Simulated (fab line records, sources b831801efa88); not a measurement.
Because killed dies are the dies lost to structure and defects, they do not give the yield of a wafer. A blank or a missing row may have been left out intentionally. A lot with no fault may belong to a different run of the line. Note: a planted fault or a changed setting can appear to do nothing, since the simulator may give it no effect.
2 desks looking at one fault -- flow gf180mcu -- every desk sees just its own numbers, and what lay behind them comes last

== THE METROLOGY DESK ==
Means of the sampled wafers that have a number, per lot and without regard to the tool the lot ran on: this is what the gauges read. A lot is out of limits, marked OUT, if its mean lies more than 4 standard deviations from the usual mean; the brackets give that distance.
Columns: A = V2_CVD_02_THK at GF_V2_THK_MEAS_03, usual 852 nm
lot,first seen here,A
L350,day 18 20:33,867
L351,day 19 08:05,868
L353,day 20 04:05,859
L355,day 21 08:00,856
L362,day 23 16:01,850
L364,day 24 10:34,860
L366,day 24 22:38,857
L367,day 25 09:53,849
L368,day 26 02:20,840
L369,day 26 04:25,850
L370,day 26 05:40,863
L371,day 26 15:49,862
L372,day 27 00:07,846
This desk found nothing out of limits on any of the 13 lots.

== DESK OF THE TOOL OWNER: rie_diel-02 ==
The tool's own readings at GF_V1_ETCH_17 (etches SiO2 in C4F8/O2/Ar, stops on TiN, target depth 630 nm): means of the sampled wafers that have a number, for each lot that ran on this tool. A lot is out of limits, marked OUT, if its mean lies more than 4 standard deviations from the usual mean; the brackets give that distance.
Columns: A = bias_w at GF_V1_ETCH_17, usual 1199 W; B = oes_product_au at GF_V1_ETCH_17, usual 0.856 a.u.
lot,first seen here,A,B
L362,day 22 13:00,1322 (+37) OUT,0.856
L364,day 23 09:00,1320 (+37) OUT,0.856
Finding of this desk: L362, L364 out of limits; the first was L362 at day 22 13:00, on bias_w at GF_V1_ETCH_17. In limits: none.

== ALL TOGETHER ==
On L362, L364, at day 22 13:00, an alarm was possible from the tool owner's desk.
At the metrology desk, nothing out of limits was observed.
The metrology desk has L362, L364 on record, within its limits.
GF_V1_ETCH_17 was run on rie_diel-02 by each of the lots named.

== WHAT THE SIMULATOR PUT IN ==
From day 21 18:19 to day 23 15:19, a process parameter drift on rie_diel-02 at GF_V1_ETCH_17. Setting bias_w shifted by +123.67 from 1200. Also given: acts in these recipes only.
Shown lots that were struck: L362, L364.
Delay in hours, fault start to first out-of-limits reading, by desk: the tool owner's desk at 19.
